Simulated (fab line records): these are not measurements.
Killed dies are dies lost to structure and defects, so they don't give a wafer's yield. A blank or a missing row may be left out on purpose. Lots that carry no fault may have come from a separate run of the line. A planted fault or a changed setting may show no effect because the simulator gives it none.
The tool behind it: which one?    flow gf180mcu    6 lots, 18 wafers sampled, at 2 steps of a route of 602

== WHAT EACH GAUGE READ, for each wafer ==
GF_V1_THK_MEAS_03.
lot   measured      on            V1_CVD_02_THK (nm)
L300  day 18 12:02  filmMetro-02  835 847 849
L303  day 19 13:10  filmMetro-02  846 859 874
L305  day 20 07:46  filmMetro-03  848 857 857
L309  day 21 18:32  filmMetro-02  846 845 860
L315  day 23 21:46  filmMetro-01  863 869 877
L318  day 24 15:29  filmMetro-03  858 858 872

== WHICH TOOL RAN EACH LOT (tool, then ch and the chambers of the sampled wafers, then the start) ==
lot   GF_M1_METAL_ETCH_16
L300  rieMetal-02 ch 0,1, day 18 11:10
L303  rieMetal-01 ch 0,1, day 19 12:17
L305  rieMetal-03 ch 0,1, day 20 06:55
L309  rieMetal-03 ch 0,1, day 21 17:32
L315  rieMetal-03 ch 1, day 23 20:53
L318  rieMetal-03 ch 0,1, day 24 14:37
- GF_M1_METAL_ETCH_16: etches the open film in Cl2/BCl3, stops on SiO2, target depth 750.8 nm, time 125.1 s.

== THE ANSWER, worked out from the rows above alone ==
Rule: the usual values come from the lots themselves. The widest of any qualifying gaps counts: lots, ordered by their means at a reading, are off when they make up no more than a third of the lots, leave a main group of 4 or more, and stand apart from it by 3 or more times the standard deviation of that group's means. If all means in a main group match to the digits the tables above print for the reading, that group is not used. A lot without any number at a reading at which 4 lots or more have one is off too. The other lots that the step has rows for count as sound.
Across all readings shown, no lot is off: no conclusion can be drawn from this.

== WHAT HAD BEEN PUT IN BY THE SIMULATOR ==
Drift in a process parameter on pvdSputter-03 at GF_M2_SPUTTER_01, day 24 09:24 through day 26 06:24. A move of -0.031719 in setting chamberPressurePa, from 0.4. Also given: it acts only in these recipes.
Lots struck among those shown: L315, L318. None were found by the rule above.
